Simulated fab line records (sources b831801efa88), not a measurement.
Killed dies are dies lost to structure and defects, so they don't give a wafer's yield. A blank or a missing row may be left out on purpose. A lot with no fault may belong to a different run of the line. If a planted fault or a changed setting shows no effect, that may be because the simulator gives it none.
Struck lot and sound lot, side by side + flow sky130 + 44 steps out of a route of 708
Sound: these wafers, L276.4, L276.5, L276.6. Struck: wafer L298.4 (L298.3, L298.6, from the same lot, were not struck and are left out); the cause is given at the end.
For every step that has rows: the tool of each side, followed by ch and its chambers, followed by its first start. Under that, the readings that differ: sound wafers + struck wafers + difference of the means + sigmas: that difference in standard deviations of wafers without a fault.
alike: readings whose means differ by less than 2 such deviations, and words and numbers that are the same on both sides. not compared: withheld readings, readings that some wafer has no value for, bounds like >300 that may hide the same value, and numbers for which the record gives no deviation and whose values overlap.
A row with sigmas, a row that says differs or no value, or rows on one side alone: a step with any of these is where the two part. Numbers that have no deviation but don't overlap get no sigmas and don't part them. A reading missing from all wafers of one side parts the sides only when that side holds two or more wafers.

SKY_METAL3_CD_MEAS_13: the cd target is 300 nm.
  struck on cdSem-02, day 44 14:38; sound on cdSem-02, day 38 10:52
| reading   | sound             | struck | difference | sigmas |
|-----------|-------------------|--------|------------|--------|
| cdNm (nm) | 301.4 300.5 301.1 | 298.4  | -2.6       | -2     |
SKY_METAL3_OVL_MEAS_14:
  struck on overlay-02, day 44 14:46; sound on overlay-02, day 38 10:57
  alike: METAL3_OVL
then, 9 steps without rows for these wafers: SKY_METAL3_DESCUM_15 (chemistry O2, time 8 s); SKY_METAL3_ETCH_16 (etches BARC in N2/H2, stops on SiO2, time 88.2 s, target depth 60 nm); SKY_METAL3_ETCH_17 (etches SiO2 in C4F8/O2/Ar, stops on TiN, time 3.9 s, target depth 15 nm); SKY_METAL3_METAL_ETCH_18 (etches the open film in Cl2/BCl3, stops on SiO2, target depth 845 nm, time 183.1 s); SKY_METAL3_STRIP_19 (strips in O2/N2); SKY_METAL3_STRIP_20 (strips in post etch residue remover, time 1200 s); SKY_METAL3_CLEAN_21 (cleans in IPA, time 180 s); SKY_METAL3_CLEAN_22 (cleans in O3/DIW); SKY_VIA3_HDPCVD_00 (deposits SiO2, target thk 1635 nm, time 272.5 s).
SKY_VIA3_THK_MEAS_01:
  struck on filmMetro-03, day 44 15:55; sound on filmMetro-03, day 38 12:11
  alike: VIA3_HDPCVD_THK
SKY_VIA3_CMP_02: polishes SiO2.
  sound on cmp-01 ch 1,2, day 38 12:16; struck on cmp-01 ch 2, day 44 15:58
| reading                                 | sound             | struck | difference | sigmas |
|-----------------------------------------|-------------------|--------|------------|--------|
| model.SiO2_of_VIA3_HDPCVD_00.thkNm (nm) | 464.3 465.4 465.2 | 431.5  | -33.5      |        |
  alike: motorCurrentA, platenRpm, slurryFlowMlMin
SKY_VIA3_BOW_MEAS_03:
  struck on filmMetro-03, day 44 16:18; sound on filmMetro-04, day 38 12:34
  alike: VIA3_BOW
then, 8 steps without rows for these wafers: SKY_VIA3_DEHYDRATE_04 (time 60 s); SKY_VIA3_HMDS_05 (prime time 60 s); SKY_VIA3_COAT_06 (resist thk 60 nm); SKY_VIA3_COAT_07 (resist thk 450 nm); SKY_VIA3_SOFTBAKE_08 (time 90 s); SKY_VIA3_EXPOSE_09 (exposes mask VIM3, target cd 200 nm); SKY_VIA3_PEB_10; SKY_VIA3_DEVELOP_11 (develop time 60 s).
SKY_VIA3_CD_MEAS_12: the cd target is 200 nm.
  struck on cdSem-01, day 45 13:20; sound on cdSem-01, day 39 13:21
  alike: cdNm
SKY_VIA3_OVL_MEAS_13:
  struck on overlay-01, day 45 13:25; sound on overlay-02, day 39 13:26
  alike: VIA3_OVL
then, 1 step without rows for these wafers: SKY_VIA3_ETCH_14 (etches BARC in N2/H2, stops on SiO2, time 45.9 s, target depth 60 nm).
SKY_VIA3_ETCH_15: etches SiO2 in C4F8/O2/Ar, stops on TiN, target depth 507 nm, time 78 s.
  sound on rieDiel-03 ch 2,3, day 39 13:29; struck on rieDiel-03 ch 0, day 45 13:29
| reading                        | sound             | struck | difference | sigmas |
|--------------------------------|-------------------|--------|------------|--------|
| oesProductAu (a.u.)            | 0.941 0.941 0.943 | 0.905  | -0.037     | -8     |
| model.VIA3.featureDepthNm (nm) | 464.3 465.4 465.2 | 431.5  | -33.5      |        |
| model.etch.depthNm (nm)        | 464.3 465.4 465.2 | 431.5  | -33.5      |        |
SKY_VIA3_STRIP_16: strips in O2/N2.
  sound on plasmaAsher-02 ch 0,1, day 39 13:35; struck on plasmaAsher-03 ch 1, day 45 13:35
  alike: drypumpMotorCurrentA, oesProductAu, stripTimeToEndpointS
  not compared: rfHoursCounterH
then, 3 steps without rows for these wafers: SKY_VIA3_STRIP_17 (strips in post etch residue remover, time 1200 s); SKY_VIA3_CLEAN_18 (cleans in IPA, time 180 s); SKY_VIA3_CLEAN_19 (cleans in O3/DIW).
SKY_VIA3_SPUTTER_20: material TiN, target thk 20 nm, time 80 s.
  struck on pvdSputter-04, day 45 14:13; sound on pvdSputter-01, day 39 14:08
  alike: throttleValvePct
then, 1 step without rows for these wafers: SKY_VIA3_CVD_21 (deposits W, target thk 390 nm, time 117.31 s).
SKY_VIA3_RS_MEAS_22: uses a four-point probe to measure.
  struck on filmMetro-03, day 45 14:26; sound on filmMetro-01, day 39 14:23
  alike: VIA3_W_RS
SKY_VIA3_THK_MEAS_23: measures by xrf.
  struck on filmMetro-03, day 45 14:32; sound on filmMetro-01, day 39 14:28
  alike: VIA3_W_THK
SKY_VIA3_CMP_24: polishes, stops on SiO2, t overpolish 20 s, target thk 0 nm.
  sound on cmp-02 ch 2,3, day 39 14:30; struck on cmp-02 ch 0, day 45 14:37
  alike: motorCurrentA, platenRpm, slurryFlowMlMin
then, 2 steps without rows for these wafers: SKY_METAL4_SPUTTER_00 (material Ti, target thk 15 nm, time 10 s); SKY_METAL4_SPUTTER_01 (material TiN, target thk 20 nm, time 16.7 s).
SKY_METAL4_SPUTTER_02: material AlCu, target thk 735 nm, time 39.1 s.
  struck on pvdSputter-02, day 45 14:55; sound on pvdSputter-02, day 39 14:51
| reading              | sound          | struck | difference | sigmas |
|----------------------|----------------|--------|------------|--------|
| throttleValvePct (%) | 30.3 30.6 29.9 | 28.5   | -1.8       | -2     |
SKY_METAL4_SPUTTER_03: material Ti, target thk 5 nm, time 3.3 s.
  struck on pvdSputter-02, day 45 14:58; sound on pvdSputter-02, day 39 14:53
| reading              | sound          | struck | difference | sigmas |
|----------------------|----------------|--------|------------|--------|
| throttleValvePct (%) | 30.2 30.6 29.9 | 28.4   | -1.8       | -2     |
then, 2 steps without rows for these wafers: SKY_METAL4_SPUTTER_04 (material TiN, target thk 70 nm, time 58.3 s); SKY_CAP2M_CVD_00 (deposits SiO2, target thk 15.5 nm).
SKY_CAP2M_THK_MEAS_01:
  struck on filmMetro-01, day 45 15:04; sound on filmMetro-02, day 39 15:01
  alike: CAP2M_CVD_00_THK
SKY_METAL4_METAL_ETCH_18: etches the open film in Cl2/BCl3, stops on SiO2, target depth 845 nm, time 183.1 s.
  sound on rieMetal-04 ch 0,1, day 41 16:31; struck on rieMetal-04 ch 0, day 47 09:09
| reading                                 | sound             | struck | difference | sigmas |
|-----------------------------------------|-------------------|--------|------------|--------|
| drypumpMotorCurrentA (A)                | 6.34 6.35 5.41    | 5.39   | -0.64      | -2     |
| model.SiO2_of_VIA3_HDPCVD_00.thkNm (nm) | 434.4 435.6 435.9 | 401.9  | -33.4      |        |
  alike: heBacksideLeakSccm, oesProductAu, throttleValvePct
  not compared: rfHoursCounterH
then, 1 step without rows for these wafers: SKY_PAD_OPEN_PROBE_99.

WHERE THEY PART
At SKY_METAL3_CD_MEAS_13 first; at SKY_METAL4_METAL_ETCH_18 last (within this record only).

WHY: what had been put in by the simulator
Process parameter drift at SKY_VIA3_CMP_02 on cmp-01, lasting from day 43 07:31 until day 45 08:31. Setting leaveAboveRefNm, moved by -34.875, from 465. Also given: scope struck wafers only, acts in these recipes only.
